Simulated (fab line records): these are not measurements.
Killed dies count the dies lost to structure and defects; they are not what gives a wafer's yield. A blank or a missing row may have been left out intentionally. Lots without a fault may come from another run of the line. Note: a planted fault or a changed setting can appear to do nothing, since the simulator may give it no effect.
fab line records	flow sfq-line
[record] lots = 7	wafers = 18	last-day = 82
route steps=325 shown I2@113 M3@118 I3@133 M4@148 M8@325
lots untouched by any fault: they come from a run of this same line in which no faults occurred
start-h: the number of hours between the record's first day and the start of the first shown wafer of the lot	wait-h: time in hours since the lot's previous step	" as in the row above	L1.1+2: one row covering several wafers at once	- no value, or no start given	* or withheld: withheld	< > ~ a bound
route shown NAME@n: names a module that has steps shown in the file, with the first one's number in the route	usual: mean/standard deviation taken from wafers without a fault	same: alike in all rows	chamber/n: place in a boat	sites: readings site by site	_std_site: the standard deviation of these	_edge_site: inner sites' mean taken away from outer sites' mean	radius-mm: how far each site lies from the wafer's centre	mask NAME#n: copy n	behind: the most recent tool/chamber to have shaped the wafer	hold: what put the lot on hold/how long, in hours/how the hold closed	device: the transistor (n, p or np) that didn't switch	end of line: at the end of the route, the tests of the same wafers	step lacking rows: just its recipe	killed: not the wafer's yield, but the dies lost to structure and defects at the first sort	map: a wafer's dies, marking killed ones x, the rest . and places with no die _
set.NAME: the setting that was run; set.NAME@STEP: the one run at that earlier step	model.NAME: the simulator's own value behind a step, which no gauge read
lots at selected steps of the route; one table per step, one row per wafer
services: when a tool's chamber went out of use (start-h, in hours from the record's first day, below 0 if earlier), for how many hours, and the reason
[[steps]]
[step SFQ_I2_OVL_MEAS_918]
[usual] I2_OVL = -1/5.7
lot.wafer	tool	chamber	start-h	wait-h	I2_OVL[nm]
L494.1	overlay-01	-	798.38	0.1	7
L494.3	"	-	"	"	8
L494.4	"	-	"	"	-2
L497.4	overlay-02	-	957.53	0.1	4
L497.6	"	-	"	"	3
L498.4	overlay-02	-	961.13	0.1	-15
L498.6	"	-	"	"	-14
L499.2	overlay-02	-	963.51	0.1	-2
L499.4	"	-	"	"	3
L503.2	overlay-01	-	1032.85	0.1	5
L503.4	"	-	"	"	3
L503.6	"	-	"	"	7
L505.1	overlay-01	-	1035.24	0.1	-6
L505.3	"	-	"	"	-5
L505.5	"	-	"	"	-10
L506.1	overlay-01	-	1038.97	0.1	6
L506.5	"	-	"	"	13
L506.6	"	-	"	"	12
[step SFQ_TRILAYER_I2_VIA_BARC_OPEN_VIA_ETCH_096]
[recipe] mask-material = PR	chemistry = O2	target-depth-nm = 125	target = BARC	source-w = 500	bias-w = 80	pressure-mtorr = 30	time-s = 41.7
[usual] drypump-motor-current-A = 5.6/0.65	oes-product-au = 0.685/0.0052	rf-fwd-power-W = 494.5/2.9
lot.wafer	tool	chamber	start-h	wait-h	drypump-motor-current-A	oes-product-au	rf-fwd-power-W	rf-hours-counter-h
L494.1	rie-diel-01	2	798.41	0.0	5.7	0.689	494.1	7
L494.3	"	1	"	"	4.7	0.683	498.3	17
L494.4	"	3	"	"	6.4	0.684	494.1	0
L497.4	rie-diel-03	1	957.54	0.0	6.5	0.681	493.7	4
L497.6	"	2	"	"	6.5	0.686	493.7	-
L498.4	rie-diel-03	0	961.14	0.0	5.1	0.686	495.5	19
L498.6	"	1	"	"	6.5	0.682	493.9	-
L499.2	rie-diel-02	0	963.54	0.0	6.3	0.694	494.4	6
L499.4	"	1	"	"	4.8	0.680	494.4	-
L503.2	rie-diel-03	2	1032.88	0.0	6.5	0.694	493.1	14
L503.4	"	1	"	"	6.5	0.682	494.0	6
L503.6	"	3	"	"	5.2	0.689	487.8	-
L505.1	rie-diel-01	0	1035.28	0.0	5.7	0.681	499.4	19
L505.3	"	3	"	"	6.5	0.681	497.0	3
L505.5	"	1	"	"	4.7	0.684	494.4	-
L506.1	rie-diel-02	1	1039.00	0.0	4.8	0.688	495.2	7
L506.5	"	2	"	"	5.6	0.683	493.3	-
L506.6	"	1	"	"	4.8	0.688	492.0	-
[step SFQ_TRILAYER_I2_VIA_ETCH_VIA_ETCH_070]
[recipe] target = SiO2	stop-on = Nb	mask-material = PR	taper-deg = 20	chemistry = CHF3	target-depth-nm = 260	source-w = 500	bias-w = 80	pressure-mtorr = 30	time-s = withheld
[usual] drypump-motor-current-A = 5.6/0.65	oes-product-au = 0.855/0.0051	rf-fwd-power-W = 498.0/1.6
lot.wafer	tool	chamber	start-h	wait-h	drypump-motor-current-A	oes-product-au	rf-fwd-power-W
L494.1	rie-diel-01	2	798.45	0.0	5.6	0.850	497.2
L494.3	"	1	"	"	4.7	0.853	500.7
L494.4	"	3	"	"	6.5	0.853	497.6
L497.4	rie-diel-03	1	957.58	0.0	6.5	0.858	499.9
L497.6	"	2	"	"	6.5	0.851	498.5
L498.4	rie-diel-03	0	961.18	0.0	5.0	0.866	495.7
L498.6	"	1	"	"	6.5	0.857	497.3
L499.2	rie-diel-02	0	963.58	0.0	6.4	0.862	500.8
L499.4	"	1	"	"	4.8	0.865	497.8
L503.2	rie-diel-03	2	1032.92	0.0	6.5	0.852	498.6
L503.4	"	1	"	"	6.5	0.847	496.4
L503.6	"	3	"	"	5.2	0.852	496.6
L505.1	rie-diel-01	0	1035.32	0.0	5.7	0.854	500.5
L505.3	"	3	"	"	6.5	0.850	498.5
L505.5	"	1	"	"	4.7	0.860	498.7
L506.1	rie-diel-02	1	1039.04	0.0	4.8	0.849	497.5
L506.5	"	2	"	"	5.6	0.862	499.8
L506.6	"	1	"	"	4.8	0.859	497.0
[step SFQ_TRILAYER_I2_VIA_STRIP_STRIP_071]
[recipe] gas = O2	power-w = 200	platen-temp-c = 40	overash-fraction = 0.65	chemistry = O2	pressure-mtorr = 50
[step SFQ_TRILAYER_I2_VIA_STRIP_SOLV_CLEAN_072]
[recipe] chemistry = NMP	temp-c = 70	time-s = 600
[step SFQ_TRILAYER_M3_DEP_PRE_CLEAN_074]
[recipe] gas = Ar	time-s = 22.5	bias-v = 250
[step SFQ_TRILAYER_M3_DEP_SPUTTER_073]
[recipe] material = Nb	base-pressure-pa = 1.33e-06	chamber-pressure-pa = 0.1333	substrate-temp-c = 20	resputter-cathode-voltage-v = 400	target-thk-nm = 200	power-w = 2000	time-s = 133.3
[step SFQ_M3_RS_MEAS_919]
[recipe] thk-meas-gauge = four-point-probe	reads = Nb_of_TRILAYER_M3_DEP_SPUTTER_073
[usual] M3_NB_RS = 0.889/0.0073
lot.wafer	tool	chamber	start-h	wait-h	M3_NB_RS[ohm/sq]
L494.1	film-metro-02	-	799.48	0.0	0.885
L494.3	"	-	"	"	0.892
L494.4	"	-	"	"	0.892
L497.4	film-metro-03	-	958.65	0.1	0.889
L497.6	"	-	"	"	0.887
L498.4	film-metro-02	-	962.25	0.1	0.894
L498.6	"	-	"	"	0.893
L499.2	film-metro-02	-	964.61	0.1	0.881
L499.4	"	-	"	"	0.888
L503.2	film-metro-01	-	1034.55	0.1	0.884
L503.4	"	-	"	"	0.887
L503.6	"	-	"	"	0.895
L505.1	film-metro-03	-	1036.33	0.0	0.890
L505.3	"	-	"	"	0.889
L505.5	"	-	"	"	0.885
L506.1	film-metro-02	-	1040.05	0.0	0.884
L506.5	"	-	"	"	0.881
L506.6	"	-	"	"	0.876
[step SFQ_TRILAYER_M3_LITHO_COAT_080]
[recipe] resist = BARC	spin-rpm = 3000	resist-thk-nm = 62
[step SFQ_TRILAYER_M3_LITHO_COAT_075]
[recipe] resist = KrF	spin-rpm = 3000	resist-thk-nm = 600
[step SFQ_TRILAYER_M3_LITHO_SOFTBAKE_079]
[recipe] temp-c = withheld	time-s = withheld	resist = KrF
[step SFQ_TRILAYER_M3_LITHO_EXPOSE_076]
[recipe] mask-id = M3	na = 0.6	source-shape = conventional	sigma-outer = 0.65	target-cd-nm = 500	dose-mj = 14.4
lot.wafer	tool	chamber	start-h	wait-h	mask
L494.1+3+4	krf-scanner-01	0	871.25	-	M3#0
L497.4+6	krf-scanner-02	0	1077.67	-	M3#0
L498.4+6	krf-scanner-02	0	1084.87	-	M3#0
L499.2+4	krf-scanner-02	0	1088.07	-	M3#0
L503.2+4+6	krf-scanner-02	0	1174.47	-	M3#0
L505.1+3+5	krf-scanner-02	0	1176.67	-	M3#0
L506.1+5+6	krf-scanner-02	0	1179.07	-	M3#0
[step SFQ_TRILAYER_M3_LITHO_PEB_078]
[recipe] peb-temp-c = 115	peb-time-s = 60	resist = KrF
[step SFQ_TRILAYER_M3_LITHO_DEVELOP_077]
[recipe] time-s = 60	resist = KrF
[step SFQ_M3_OVL_MEAS_921]
[usual] M3_OVL = -1/6
lot.wafer	tool	chamber	start-h	wait-h	M3_OVL[nm]
L494.1	overlay-01	-	872.75	0.1	0
L494.3	"	-	"	"	-6
L494.4	"	-	"	"	-3
L497.4	overlay-01	-	1078.58	0.1	10
L497.6	"	-	"	"	10
L498.4	overlay-01	-	1085.78	0.1	7
L498.6	"	-	"	"	7
L499.2	overlay-01	-	1089.37	0.1	-2
L499.4	"	-	"	"	-2
L503.2	overlay-01	-	1175.77	0.1	2
L503.4	"	-	"	"	-1
L503.6	"	-	"	"	4
L505.1	overlay-02	-	1178.17	0.1	-2
L505.3	"	-	"	"	-5
L505.5	"	-	"	"	0
L506.1	overlay-02	-	1180.57	0.1	-19
L506.5	"	-	"	"	-11
L506.6	"	-	"	"	-10
[step SFQ_TRILAYER_M3_BARC_OPEN_METAL_ETCH_100]
[recipe] mask-material = PR	chemistry = O2	target-depth-nm = 125	target = BARC	icp-w = 600	bias-w = 80	pressure-mtorr = 10	time-s = 41.7
[usual] drypump-motor-current-A = 5.7/0.42	oes-product-au = 0.686/0.0046	rf-fwd-power-W = 593.5/2.7
lot.wafer	tool	chamber	start-h	wait-h	drypump-motor-current-A	oes-product-au	rf-fwd-power-W	rf-hours-counter-h	model.M3.cd-nm
L494.1	rie-metal-01	1	872.79	0.0	5.5	0.684	597.4	63	499.2
L494.3	"	1	"	"	5.5	0.688	595.3	-	499.8
L494.4	"	0	"	"	6.1	0.683	595.8	-	499.7
L497.4	rie-metal-01	1	1078.62	0.0	5.5	0.694	595.8	-	492.5
L497.6	"	0	"	"	6.0	0.685	596.1	-	492.7
L498.4	rie-metal-04	1	1085.82	0.0	5.0	0.683	594.3	-	493.2
L498.6	"	1	"	"	5.0	0.692	593.0	-	495.1
L499.2	rie-metal-04	0	1089.40	0.0	5.3	0.686	595.0	12	498.1
L499.4	"	0	"	"	5.2	0.688	592.2	-	491.4
L503.2	rie-metal-01	1	1175.80	0.0	5.5	0.680	594.7	106	500
L503.4	"	1	"	"	5.5	0.685	593.6	-	499.9
L503.6	"	1	"	"	5.5	0.686	593.5	-	501
L505.1	rie-metal-02	1	1178.20	0.0	5.6	0.682	586.8	132	499.2
L505.3	"	1	"	"	5.6	0.685	587.7	-	499.3
L505.5	"	1	"	"	5.6	0.687	586.9	-	500.1
L506.1	rie-metal-01	1	1180.60	0.0	5.5	0.675	590.4	107	501.3
L506.5	"	0	"	"	6.1	0.680	592.3	-	501.7
L506.6	"	1	"	"	5.5	0.696	594.1	-	501.9
[step SFQ_TRILAYER_M3_ETCH_METAL_ETCH_078]
[recipe] target = Nb	stop-on = SiO2	mask-material = PR	chemistry = Cl2/Ar	target-depth-nm = 240	icp-w = 600	bias-w = 80	pressure-mtorr = 10	time-s = 120
[usual] drypump-motor-current-A = 5.7/0.42	oes-product-au = 0.895/0.0064	rf-fwd-power-W = 596.8/2.5
lot.wafer	tool	chamber	start-h	wait-h	drypump-motor-current-A	oes-product-au	rf-fwd-power-W	rf-hours-counter-h	model.M3.cd-nm
L494.1	rie-metal-01	1	872.85	0.0	5.5	0.894	601.2	63	500.2
L494.3	"	1	"	"	5.5	0.889	599.2	-	501.2
L494.4	"	0	"	"	6.1	0.888	596.8	-	500.4
L497.4	rie-metal-01	1	1078.70	0.1	5.5	0.898	597.5	-	493.5
L497.6	"	0	"	"	6.1	0.887	598.7	-	494.5
L498.4	rie-metal-04	1	1085.90	0.1	5.0	0.895	595.5	-	492.1
L498.6	"	1	"	"	5.0	0.884	595.2	-	494.8
L499.2	rie-metal-04	0	1089.46	0.0	5.3	0.901	598.2	12	498.2
L499.4	"	0	"	"	5.2	0.898	599.1	-	491.8
L503.2	rie-metal-01	1	1175.86	0.0	5.5	0.892	595.6	107	500.9
L503.4	"	1	"	"	5.5	0.897	597.0	-	501.2
L503.6	"	1	"	"	5.5	0.890	597.4	-	501.9
L505.1	rie-metal-02	1	1178.32	0.1	5.5	0.887	593.8	132	499.3
L505.3	"	1	"	"	5.6	0.899	595.2	-	499.2
L505.5	"	1	"	"	5.5	0.902	595.7	-	500.6
L506.1	rie-metal-01	1	1180.66	0.0	5.5	0.892	598.2	107	502.1
L506.5	"	0	"	"	6.1	0.896	598.7	-	501.6
L506.6	"	1	"	"	5.5	0.906	599.5	-	502.5
[step SFQ_TRILAYER_M3_STRIP_STRIP_079]
[recipe] gas = O2	power-w = 200	platen-temp-c = 40	overash-fraction = 0.65	chemistry = O2	pressure-mtorr = 50
[step SFQ_TRILAYER_M3_STRIP_SOLV_CLEAN_080]
[recipe] chemistry = NMP	temp-c = 70	time-s = 600
[step SFQ_TRILAYER_I3_DEP_PECVD_081]
[recipe] material = SiO2	temp-c = 150	time-s = 111.11	pressure-torr = 2.4	rf-w = 183.3	precursor = SiH4/N2O	target-thk-nm = 500
[step SFQ_TRILAYER_I3_CMP_CMP_082]
[recipe] material = SiO2	down-force-psi = 3	platen-rpm = 60	pad-velocity-m-s = 0.94248
[usual] motor-current-A = 10.6/1	time-to-endpoint-s = 215/5.9
lot.wafer	tool	chamber	start-h	wait-h	motor-current-A	time-to-endpoint-s
L494.3	cmp-01	1	892.28	18.5	12.1	206
L494.4	"	2	"	"	10.1	216
L494.1	"	3	"	"	11.2	214
L497.4	cmp-02	3	1080.66	1.0	9.6	228
L497.6	"	2	1082.16	2.5	9.6	225
L498.4	cmp-01	1	1086.84	0.0	11.9	215
L498.6	"	2	1089.34	2.5	10.0	214
L499.4	cmp-01	2	1092.84	2.4	9.3	214
L499.2	"	1	1094.34	3.9	11.2	213
L503.2	cmp-02	0	1182.18	5.4	9.4	215
L503.4	"	3	1183.68	6.8	9.6	217
L503.6	"	1	1184.68	7.8	11.2	219
L505.3	cmp-02	0	1185.18	5.2	9.5	216
L505.1	"	1	"	"	11.7	221
L505.5	"	0	1187.18	7.2	9.9	216
L506.1	cmp-01	3	1186.65	5.0	12.0	213
L506.6	"	2	1188.15	6.5	9.7	215
L506.5	"	3	"	"	10.9	223
[step SFQ_I3_BOW_MEAS_922]
[recipe] mode = bow
[usual] I3_BOW = 4/9
lot.wafer	tool	chamber	start-h	wait-h	I3_BOW[um]
L494.1	film-metro-04	-	894.78	1.0	-11
L494.3	"	-	"	"	4
L494.4	"	-	"	"	4
L497.4	film-metro-03	-	1082.72	1.6	1
L497.6	"	-	"	"	-2
L498.4	film-metro-01	-	1089.90	2.6	0
L498.6	"	-	"	"	3
L499.2	film-metro-04	-	1095.86	1.0	-4
L499.4	"	-	"	"	1
L503.2	film-metro-01	-	1185.20	2.5	-12
L503.4	"	-	"	"	-5
L503.6	"	-	"	"	4
L505.1	film-metro-03	-	1188.18	2.0	17
L505.3	"	-	"	"	-9
L505.5	"	-	"	"	4
L506.1	film-metro-01	-	1189.15	2.0	-4
L506.5	"	-	"	"	8
L506.6	"	-	"	"	8
[step SFQ_TRILAYER_I3_METRO_MEASURE_083]
[step SFQ_TRILAYER_I3_VIA_LITHO_COAT_090]
[recipe] resist = BARC	spin-rpm = 3000	resist-thk-nm = 62
[step SFQ_TRILAYER_I3_VIA_LITHO_COAT_085]
[recipe] resist = KrF	spin-rpm = 3000	resist-thk-nm = 650
[step SFQ_TRILAYER_I3_VIA_LITHO_SOFTBAKE_089]
[recipe] temp-c = withheld	time-s = withheld	resist = KrF
[step SFQ_TRILAYER_I3_VIA_LITHO_EXPOSE_086]
[recipe] mask-id = I3	na = 0.6	source-shape = conventional	sigma-outer = 0.65	target-cd-nm = 500	dose-mj = 21.3
[step SFQ_TRILAYER_I3_VIA_LITHO_PEB_088]
[recipe] peb-temp-c = 115	peb-time-s = 60	resist = KrF
[step SFQ_TRILAYER_I3_VIA_LITHO_DEVELOP_087]
[recipe] time-s = 60	resist = KrF
[step SFQ_I3_OVL_MEAS_923]
[usual] I3_OVL = -1/6.4
lot.wafer	tool	chamber	start-h	wait-h	I3_OVL[nm]
L494.1	overlay-02	-	1001.82	0.1	10
L494.3	"	-	"	"	7
L494.4	"	-	"	"	9
L497.4	overlay-02	-	1214.43	0.1	-4
L497.6	"	-	"	"	12
L498.4	overlay-01	-	1220.43	0.1	-2
L498.6	"	-	"	"	-1
L499.2	overlay-01	-	1227.62	0.1	-4
L499.4	"	-	"	"	-3
L503.2	overlay-02	-	1322.18	0.1	0
L503.4	"	-	"	"	0
L503.6	"	-	"	"	0
L505.1	overlay-02	-	1324.58	0.1	-4
L505.3	"	-	"	"	-11
L505.5	"	-	"	"	-12
L506.1	overlay-02	-	1326.98	0.1	2
L506.5	"	-	"	"	2
L506.6	"	-	"	"	0
[step SFQ_TRILAYER_I3_VIA_BARC_OPEN_VIA_ETCH_121]
[recipe] mask-material = PR	chemistry = O2	target-depth-nm = 125	target = BARC	source-w = 500	bias-w = 80	pressure-mtorr = 30	time-s = 41.7
[step SFQ_TRILAYER_I3_VIA_ETCH_VIA_ETCH_088]
[recipe] target = SiO2	stop-on = Nb	mask-material = PR	taper-deg = 20	chemistry = CHF3	target-depth-nm = 260	source-w = 500	bias-w = 80	pressure-mtorr = 30	time-s = withheld
[step SFQ_TRILAYER_I3_VIA_STRIP_STRIP_089]
[recipe] gas = O2	power-w = 200	platen-temp-c = 40	overash-fraction = 0.65	chemistry = O2	pressure-mtorr = 50
[usual] drypump-motor-current-A = 5.5/0.44	oes-product-au = 1.002/0.008
lot.wafer	tool	chamber	start-h	wait-h	drypump-motor-current-A	oes-product-au	rf-hours-counter-h
L494.1	rie-metal-03	0	1002.01	-	6.1	0.992	83
L494.3	"	0	"	"	6.0	1.001	-
L494.4	"	1	"	"	5.0	1.004	-
L497.4	rie-metal-01	0	1214.81	-	6.1	1.016	-
L497.6	"	1	"	"	5.5	0.997	-
L498.4	rie-metal-01	0	1220.81	-	6.1	1.010	-
L498.6	"	0	"	"	6.1	0.998	-
L499.2	rie-metal-04	0	1227.81	-	5.3	1.010	33
L499.4	"	0	"	"	5.3	1.022	-
L503.2	rie-metal-03	1	1322.37	-	4.9	1.003	24
L503.4	"	0	"	"	6.1	1.010	-
L503.6	"	1	"	"	5.0	1.000	-
L505.1	rie-metal-03	1	1324.77	-	5.0	1.005	25
L505.3	"	1	"	"	4.9	0.999	-
L505.5	"	1	"	"	4.9	0.995	-
L506.1	rie-metal-04	1	1327.17	-	5.0	1.002	118
L506.5	"	0	"	"	5.2	1.019	-
L506.6	"	1	"	"	5.0	0.993	-
[step SFQ_TRILAYER_I3_VIA_STRIP_SOLV_CLEAN_090]
[recipe] chemistry = NMP	temp-c = 70	time-s = 600
[step SFQ_TRILAYER_M4_DEP_PRE_CLEAN_092]
[recipe] gas = Ar	time-s = 22.5	bias-v = 250
[step SFQ_TRILAYER_M4_DEP_SPUTTER_091]
[recipe] material = Nb	base-pressure-pa = 1.33e-06	chamber-pressure-pa = 0.1333	substrate-temp-c = 20	resputter-cathode-voltage-v = 400	target-thk-nm = 200	power-w = 2000	time-s = 133.3
[usual] resputter-cathode-voltage-v = 400/3.8	throttle-valve-pct = 30.4/0.99
lot.wafer	tool	chamber	start-h	wait-h	resputter-cathode-voltage-v	throttle-valve-pct
L494.1	pvd-sputter-03	-	1002.81	0.0	402	32.5
L494.3	"	-	"	"	399	30.1
L494.4	"	-	"	"	400	29.6
L497.4	pvd-sputter-04	-	1215.41	0.0	405	30.7
L497.6	"	-	"	"	401	30.9
L498.4	pvd-sputter-03	-	1221.43	0.0	405	32.5
L498.6	"	-	"	"	399	30.0
L499.2	pvd-sputter-03	-	1228.61	0.0	393	29.4
L499.4	"	-	"	"	403	31.0
L503.2	pvd-sputter-06	-	1323.17	0.0	397	30.1
L503.4	"	-	"	"	404	31.6
L503.6	"	-	"	"	406	29.4
L505.1	pvd-sputter-06	-	1325.57	0.0	402	28.8
L505.3	"	-	"	"	403	30.1
L505.5	"	-	"	"	399	31.0
L506.1	pvd-sputter-03	-	1327.97	0.0	401	31.0
L506.5	"	-	"	"	398	32.2
L506.6	"	-	"	"	399	29.6
[step SFQ_M4_RS_MEAS_924]
[recipe] thk-meas-gauge = four-point-probe	reads = Nb_of_TRILAYER_M4_DEP_SPUTTER_091
[usual] M4_NB_RS = 0.891/0.0086
lot.wafer	tool	chamber	start-h	wait-h	M4_NB_RS[ohm/sq]
L494.1	film-metro-03	-	1002.91	0.0	0.898
L494.3	"	-	"	"	0.909
L494.4	"	-	"	"	0.899
L497.4	film-metro-02	-	1215.56	0.1	0.887
L497.6	"	-	"	"	0.892
L498.4	film-metro-02	-	1221.58	0.1	0.885
L498.6	"	-	"	"	0.892
L499.2	film-metro-03	-	1228.72	0.1	0.888
L499.4	"	-	"	"	0.891
L503.2	film-metro-02	-	1323.28	0.1	0.874
L503.4	"	-	"	"	0.881
L503.6	"	-	"	"	0.888
L505.1	film-metro-03	-	1325.66	0.0	0.892
L505.3	"	-	"	"	0.892
L505.5	"	-	"	"	0.896
L506.1	film-metro-03	-	1328.06	0.0	0.906
L506.5	"	-	"	"	0.900
L506.6	"	-	"	"	0.905
[step SFQ_TRILAYER_M4_LITHO_COAT_098]
[recipe] resist = BARC	spin-rpm = 3000	resist-thk-nm = 62
[step SFQ_TRILAYER_M4_LITHO_COAT_093]
[recipe] resist = KrF	spin-rpm = 3000	resist-thk-nm = 600
[step SFQ_TRILAYER_M4_LITHO_SOFTBAKE_097]
[recipe] temp-c = withheld	time-s = withheld	resist = KrF
[step SFQ_M8_BOW_MEAS_951]
[recipe] mode = bow
[usual] M8_BOW = 8/11
lot.wafer	tool	chamber	start-h	wait-h	M8_BOW[um]	model.etest.m3.ohm-um
L494.1	film-metro-04	-	1878.39	0.0	-4	1.772
L494.3	"	-	"	"	13	1.784
L494.4	"	-	"	"	12	1.779
L497.4	film-metro-02	-	1915.18	0.1	10	1.798
L497.6	"	-	"	"	7	1.792
L498.4	film-metro-01	-	1921.27	0.1	4	1.819
L498.6	"	-	"	"	7	1.808
L499.2	film-metro-01	-	1925.94	0.0	-2	1.774
L499.4	"	-	"	"	3	1.805
L503.2	film-metro-02	-	1954.97	0.0	-3	1.768
L503.4	"	-	"	"	3	1.775
L503.6	"	-	"	"	12	1.784
L505.1	film-metro-04	-	1958.55	0.0	24	1.782
L505.3	"	-	"	"	-2	1.78
L505.5	"	-	"	"	10	1.763
L506.1	film-metro-01	-	1962.40	0.0	-7	1.763
L506.5	"	-	"	"	5	1.756
L506.6	"	-	"	"	5	1.747
[[services]]
tool	chamber	start-h	hours	kind
krf-scanner-02	-	779.71	1.0	pm
rie-metal-01	-	781.79	28.1	pm
krf-scanner-02	-	806.28	2.0	repair
krf-scanner-02	-	808.33	4.0	pm
krf-scanner-02	-	818.05	0.4	repair
rie-diel-03	0	831.82	6.7	repair
rie-diel-03	-	833.68	1.0	repair
krf-scanner-02	-	841.05	1.3	pm
krf-scanner-02	-	848.53	1.0	pm
krf-scanner-02	-	864.73	0.8	pm
rie-diel-03	0	885.47	4.3	repair
rie-diel-03	3	930.66	2.7	repair
krf-scanner-02	-	930.68	0.7	repair
krf-scanner-02	-	978.29	1.4	repair
krf-scanner-02	-	1018.85	1.3	pm
krf-scanner-02	-	1020.15	1.0	pm
rie-diel-03	3	1026.10	2.2	repair
krf-scanner-02	-	1033.53	0.8	pm
rie-metal-01	1	1055.09	7.8	repair
rie-metal-01	-	1084.43	2.8	pm
krf-scanner-02	-	1187.47	1.0	pm
krf-scanner-02	-	1192.23	1.3	pm
krf-scanner-02	-	1203.12	0.8	pm
krf-scanner-02	-	1243.63	2.3	repair
[[key]]
first-sign none at tools or gauges
[model-effect] step = SFQ_TRILAYER_M3_BARC_OPEN_METAL_ETCH_100	value = M3.cd-nm	without = 499.3	struck = 493
[model-effect] step = SFQ_TRILAYER_M3_ETCH_METAL_ETCH_078	value = M3.cd-nm	without = 499.7	struck = 493.3
[model-effect] step = SFQ_M8_BOW_MEAS_951	value = etest.m3.ohm-um	without = 1.781	struck = 1.804
met-at SFQ_TRILAYER_M3_LITHO_EXPOSE_076
struck-wafers L497.4,L497.6,L498.4,L498.6,L499.4
[fault] kind = process-parameter-drift	tool = krf-scanner-02	chamber = -	onset-h = 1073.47	steps = SFQ_TRILAYER_M3_LITHO_EXPOSE_076	channel = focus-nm	offset = 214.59	shape = step	end-h = 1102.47	scope = struck-wafers-only
